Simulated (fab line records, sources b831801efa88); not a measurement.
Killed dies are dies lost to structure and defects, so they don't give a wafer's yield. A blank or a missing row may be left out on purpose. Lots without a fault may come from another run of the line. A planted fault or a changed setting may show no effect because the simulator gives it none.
A struck lot beside a sound one | flow sky130 | 14 steps out of a route of 708
Sound: wafers L891.2, L891.3, L891.5. Struck: wafers L890.1, L890.3, L890.5. The cause comes at the end.
At each step with rows: each side's tool, then ch and its chambers, then its first start. Under that, the readings that differ: sound wafers | struck wafers | difference of the means | sigmas: that difference in standard deviations of wafers without a fault.
alike: readings whose means differ by less than 2 such deviations, and words and numbers that are the same on both sides. not compared: withheld readings, readings that some wafer has no value for, bounds like >300 that may hide the same value, and numbers for which the record gives no deviation and whose values overlap.
The two part at a step that has a row with sigmas, a row that says differs or no value, or rows on one side only. Numbers that don't overlap but have no deviation are shown without sigmas and don't part them. A reading that every wafer of one side lacks parts them only if that side has two wafers or more.

first, 2 steps without rows for these wafers: SKY_NWELL_PEB_08; SKY_NWELL_DEVELOP_09 (develop time 60 s).
SKY_NWELL_OVL_MEAS_10:
  sound on overlay-01, day 7 02:53; struck on overlay-02, day 6 23:14
  alike: NWELL_00_OVL
then, 3 steps without rows for these wafers: SKY_NWELL_IMPLANT_11; SKY_NWELL_IMPLANT_12; SKY_NWELL_IMPLANT_13.
SKY_NWELL_STRIP_14: strips in O2/N2.
  sound on plasma_asher-02 ch 0,1, day 7 03:22; struck on plasma_asher-02 ch 0, day 6 23:43
  reading                      | sound             | struck            | difference | sigmas
  strip_time_to_endpoint_s (s) | 37.02 36.97 37.03 | 36.78 36.79 36.73 | -0.24      | -2
  alike: drypump_motor_current_A, oes_product_au
  not compared: rf_hours_counter_h
SKY_NWELL_TW_MEAS_15:
  sound on film_metro-01, day 7 03:29; struck on film_metro-02, day 6 23:49
  alike: NWELL_TW
then, 4 steps without rows for these wafers: SKY_NWELL_DEHYDRATE_16 (time 60 s); SKY_NWELL_HMDS_17 (prime time 60 s); SKY_NWELL_COAT_18 (resist thk 3000 nm); SKY_NWELL_SOFTBAKE_19.
SKY_NWELL_EXPOSE_20: exposes mask NWM COMPLEMENT, target cd 840 nm.
  sound on iline_stepper-02 ch 0, day 7 13:56; struck on iline_stepper-02, day 7 10:07
  no value came back on the struck wafers for exposure_dose_mJ_cm2, focus_offset_nm (nm); on the sound wafers exposure_dose_mJ_cm2 reads 259.93 259.96 259.95
  reading                       | sound                | struck                  | difference | sigmas
  model.NWELL.overlay_x_nm (nm) | 0.2204 0.2204 0.2204 | -0.2101 -0.2101 -0.2101 | -0.4305    |
  alike: mask
then, 1 step without rows for these wafers: SKY_NWELL_PEB_21.

WHERE THEY PART
First at SKY_NWELL_STRIP_14; last, within this record, at SKY_NWELL_EXPOSE_20.

WHY: what the simulator had put in
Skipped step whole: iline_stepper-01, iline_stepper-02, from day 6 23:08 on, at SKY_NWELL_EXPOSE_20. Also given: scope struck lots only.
